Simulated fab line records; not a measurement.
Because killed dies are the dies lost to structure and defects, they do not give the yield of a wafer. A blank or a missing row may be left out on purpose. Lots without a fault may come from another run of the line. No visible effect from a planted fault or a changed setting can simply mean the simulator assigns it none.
Which tool is to blame? + flow gf180mcu + Sampling: 11 lots, 33 wafers, 7 of 602 route steps

WHAT EACH GAUGE READ, for each wafer
GF_V1_RS_MEAS_24: measurement is done with a four-point probe.
| lot  | measured     | on            | V1_W_RS (ohm/sq)                          |
|------|--------------|---------------|-------------------------------------------|
| L711 | day 18 00:14 | film-metro-04 | 0.3326 0.3266 0.3292                      |
| L713 | day 18 18:32 | film-metro-01 | 0.3311 0.3299 0.3247                      |
| L714 | day 19 04:20 | film-metro-02 | 0.3266 0.3221 0.3318                      |
| L721 | day 22 01:12 | film-metro-02 | 0.3307 0.3305 0.3291                      |
| L722 | day 22 08:11 | film-metro-02 | 0.3252 0.3247 0.3274                      |
| L726 | day 23 15:58 | film-metro-02 | 0.4248 0.4216 0.4267 0.4253 0.4209 0.4269 |
| L727 | day 23 22:26 | film-metro-02 | 0.3286 0.3233 0.3254                      |
| L728 | day 24 09:16 | film-metro-01 | 0.4215 0.4195 0.4214 0.4210 0.4188 0.4213 |
| L731 | day 25 03:32 | film-metro-04 | 0.3332 0.3282 0.3261                      |
| L733 | day 25 18:19 | film-metro-04 | 0.3271 0.3306 0.3305                      |
| L734 | day 26 11:17 | film-metro-02 | 0.3277 0.3266 0.3278                      |

GF_V1_THK_MEAS_25: measures by xrf.
| lot  | measured     | on            | V1_W_THK (nm)           |
|------|--------------|---------------|-------------------------|
| L711 | day 18 00:20 | film-metro-04 | 355 363 358             |
| L713 | day 18 18:40 | film-metro-01 | 360 360 366             |
| L714 | day 19 04:28 | film-metro-02 | 358 365 354             |
| L721 | day 22 01:19 | film-metro-02 | 354 357 358             |
| L722 | day 22 08:18 | film-metro-02 | 363 362 362             |
| L726 | day 23 18:26 | film-metro-02 | 278 280 277 276 280 277 |
| L727 | day 23 22:33 | film-metro-02 | 360 364 362             |
| L728 | day 24 10:49 | film-metro-01 | 274 277 275 274 278 276 |
| L731 | day 25 03:39 | film-metro-04 | 356 363 366             |
| L733 | day 25 18:25 | film-metro-04 | 362 360 359             |
| L734 | day 26 11:25 | film-metro-02 | 363 365 360             |

GF_M2_RS_MEAS_05: measurement is done with a four-point probe.
| lot  | measured     | on            | M2_ALCU_RS (ohm/sq)  |
|------|--------------|---------------|----------------------|
| L711 | day 18 00:56 | film-metro-02 | 0.0684 0.0683 0.0687 |
| L713 | day 18 19:14 | film-metro-02 | 0.0698 0.0684 0.0694 |
| L714 | day 19 05:02 | film-metro-03 | 0.0682 0.0692 0.0685 |
| L721 | day 22 01:54 | film-metro-02 | 0.0683 0.0681 0.0699 |
| L722 | day 22 08:53 | film-metro-01 | 0.0692 0.0684 0.0685 |
| L726 | day 23 21:29 | film-metro-02 | 0.0703 0.0701 0.0702 |
| L727 | day 23 23:08 | film-metro-03 | 0.0696 0.0686 0.0685 |
| L728 | day 24 15:28 | film-metro-01 | 0.0698 0.0701 0.0702 |
| L731 | day 25 04:14 | film-metro-01 | 0.0705 0.0691 0.0702 |
| L733 | day 25 19:01 | film-metro-01 | 0.0682 0.0689 0.0683 |
| L734 | day 26 11:59 | film-metro-01 | 0.0703 0.0703 0.0708 |

EACH LOT AND THE TOOL THAT RAN IT (in order: tool; ch and the chambers of the sampled wafers; start)
| lot  | GF_V1_SPUTTER_21             | GF_V1_SPUTTER_22             | GF_V1_CVD_23                  | GF_V1_CMP_26                  |
|------|------------------------------|------------------------------|-------------------------------|-------------------------------|
| L711 | pvd-sputter-01, day 17 23:58 | pvd-sputter-01, day 18 00:02 | cvd-w-02 ch 0,1, day 18 00:07 | cmp-02 ch 0,1,2, day 18 00:25 |
| L713 | pvd-sputter-02, day 18 18:19 | pvd-sputter-02, day 18 18:23 | cvd-w-01 ch 0,1, day 18 18:25 | cmp-02 ch 0,1,3, day 18 18:52 |
| L714 | pvd-sputter-02, day 19 04:08 | pvd-sputter-02, day 19 04:11 | cvd-w-02 ch 0,1, day 19 04:14 | cmp-01 ch 0,1,3, day 19 04:34 |
| L721 | pvd-sputter-02, day 22 00:58 | pvd-sputter-02, day 22 01:02 | cvd-w-02 ch 0,1, day 22 01:04 | cmp-01 ch 1,2,3, day 22 01:22 |
| L722 | pvd-sputter-02, day 22 07:58 | pvd-sputter-02, day 22 08:02 | cvd-w-01 ch 0,1, day 22 08:04 | cmp-02 ch 0,2,3, day 22 08:25 |
| L726 | pvd-sputter-02, day 23 15:43 | pvd-sputter-02, day 23 15:46 | cvd-w-01 ch 0,1, day 23 15:50 | cmp-02 ch 0,2, day 23 20:59   |
| L727 | pvd-sputter-03, day 23 22:13 | pvd-sputter-03, day 23 22:17 | cvd-w-02 ch 0,1, day 23 22:19 | cmp-01 ch 1,3, day 23 22:37   |
| L728 | pvd-sputter-02, day 24 09:02 | pvd-sputter-02, day 24 09:06 | cvd-w-01 ch 0, day 24 09:08   | cmp-01 ch 1,2,3, day 24 14:56 |
| L731 | pvd-sputter-01, day 25 03:19 | pvd-sputter-01, day 25 03:23 | cvd-w-02 ch 0,1, day 25 03:25 | cmp-01 ch 1,3, day 25 03:43   |
| L733 | pvd-sputter-02, day 25 18:05 | pvd-sputter-02, day 25 18:08 | cvd-w-02 ch 0,1, day 25 18:11 | cmp-01 ch 0,2, day 25 18:28   |
| L734 | pvd-sputter-01, day 26 11:04 | pvd-sputter-01, day 26 11:08 | cvd-w-01 ch 1, day 26 11:10   | cmp-02 ch 1,2,3, day 26 11:34 |
- GF_V1_SPUTTER_21: material Ti, target thk 15 nm, time 80.02 s.
- GF_V1_SPUTTER_22: material TiN, target thk 10 nm, time 40 s.
- GF_V1_CVD_23: deposits W, target thk 350 nm, time 105.05 s.
- GF_V1_CMP_26: polishes, stops on SiO2, t overpolish 15 s, target thk 0 nm.

WHAT THE TOOLS THEMSELVES READ (means of the sampled wafers that have a number; where no wafer has one, the mark that the record gives instead)
GF_V1_SPUTTER_21.
| lot  | tool           | throttle-valve-pct (%) |
|------|----------------|------------------------|
| L711 | pvd-sputter-01 | 31.0                   |
| L713 | pvd-sputter-02 | 31.7                   |
| L714 | pvd-sputter-02 | 30.4                   |
| L721 | pvd-sputter-02 | 31.6                   |
| L722 | pvd-sputter-02 | 30.3                   |
| L726 | pvd-sputter-02 | 30.4                   |
| L727 | pvd-sputter-03 | 29.9                   |
| L728 | pvd-sputter-02 | 29.2                   |
| L731 | pvd-sputter-01 | 31.8                   |
| L733 | pvd-sputter-02 | 30.2                   |
| L734 | pvd-sputter-01 | 31.0                   |

GF_V1_SPUTTER_22.
| lot  | tool           | throttle-valve-pct (%) |
|------|----------------|------------------------|
| L711 | pvd-sputter-01 | 31.0                   |
| L713 | pvd-sputter-02 | 31.8                   |
| L714 | pvd-sputter-02 | 30.3                   |
| L721 | pvd-sputter-02 | 31.5                   |
| L722 | pvd-sputter-02 | 30.4                   |
| L726 | pvd-sputter-02 | 30.3                   |
| L727 | pvd-sputter-03 | 29.9                   |
| L728 | pvd-sputter-02 | 29.2                   |
| L731 | pvd-sputter-01 | 31.7                   |
| L733 | pvd-sputter-02 | 30.2                   |
| L734 | pvd-sputter-01 | 30.9                   |

GF_V1_CVD_23.
| lot  | tool     | heater-power-outer-w (W) | heater-power-w (W) |
|------|----------|--------------------------|--------------------|
| L711 | cvd-w-02 | 445                      | 756                |
| L713 | cvd-w-01 | 479                      | 762                |
| L714 | cvd-w-02 | 466                      | 800                |
| L721 | cvd-w-02 | 444                      | 752                |
| L722 | cvd-w-01 | 473                      | 798                |
| L726 | cvd-w-01 | 469                      | 800                |
| L727 | cvd-w-02 | 458                      | 750                |
| L728 | cvd-w-01 | 496                      | 740                |
| L731 | cvd-w-02 | 475                      | 788                |
| L733 | cvd-w-02 | 444                      | 776                |
| L734 | cvd-w-01 | 471                      | 830                |

GF_V1_CMP_26.
| lot  | tool   | motor-current-A (A) | time-to-endpoint-s (s) |
|------|--------|---------------------|------------------------|
| L711 | cmp-02 | 11.4                | 83                     |
| L713 | cmp-02 | 12.0                | 83                     |
| L714 | cmp-01 | 10.6                | 82                     |
| L721 | cmp-01 | 10.9                | 85                     |
| L722 | cmp-02 | 11.0                | 87                     |
| L726 | cmp-02 | 11.4                | 68                     |
| L727 | cmp-01 | 10.2                | 84                     |
| L728 | cmp-01 | 10.4                | 66                     |
| L731 | cmp-01 | 10.2                | 82                     |
| L733 | cmp-01 | 11.4                | 82                     |
| L734 | cmp-02 | 11.5                | 83                     |

THE ANSWER, worked out from the rows above alone
Rule: what is usual is taken from the lots themselves. The widest of any qualifying gaps counts: lots, ordered by their means at a reading, are off when they make up no more than a third of the lots, leave a main group of 4 or more, and stand apart from it by 3 or more times the standard deviation of that group's means. A main group whose means are all the same, to the digits that the tables above print for the reading, isn't used. A lot without any number at a reading at which 4 lots or more have one is off too. The other lots that the step has rows for count as sound. The gauges are gone through in route order, then the tools' own readings, and for those a lot's mean is taken as printed above. The first step at which some lot is off is used, and at that step the reading that is off furthest; a lot without a number counts as furthest.
Off: L726, L728, at GF_V1_RS_MEAS_24 (V1_W_RS). Main group: mean 0.3280 ohm/sq, sd 0.0016.
A tool fits if, at a process step before that reading, it ran every lot that is off, and no sound lot after the first of them. Not tried: the gauges at GF_V1_RS_MEAS_24; whatever is off there is also off at GF_V1_CMP_26, on other tools, and gauge error can't account for it. Not one of the candidates tried fits.

WHAT THE SIMULATOR HAD PUT IN
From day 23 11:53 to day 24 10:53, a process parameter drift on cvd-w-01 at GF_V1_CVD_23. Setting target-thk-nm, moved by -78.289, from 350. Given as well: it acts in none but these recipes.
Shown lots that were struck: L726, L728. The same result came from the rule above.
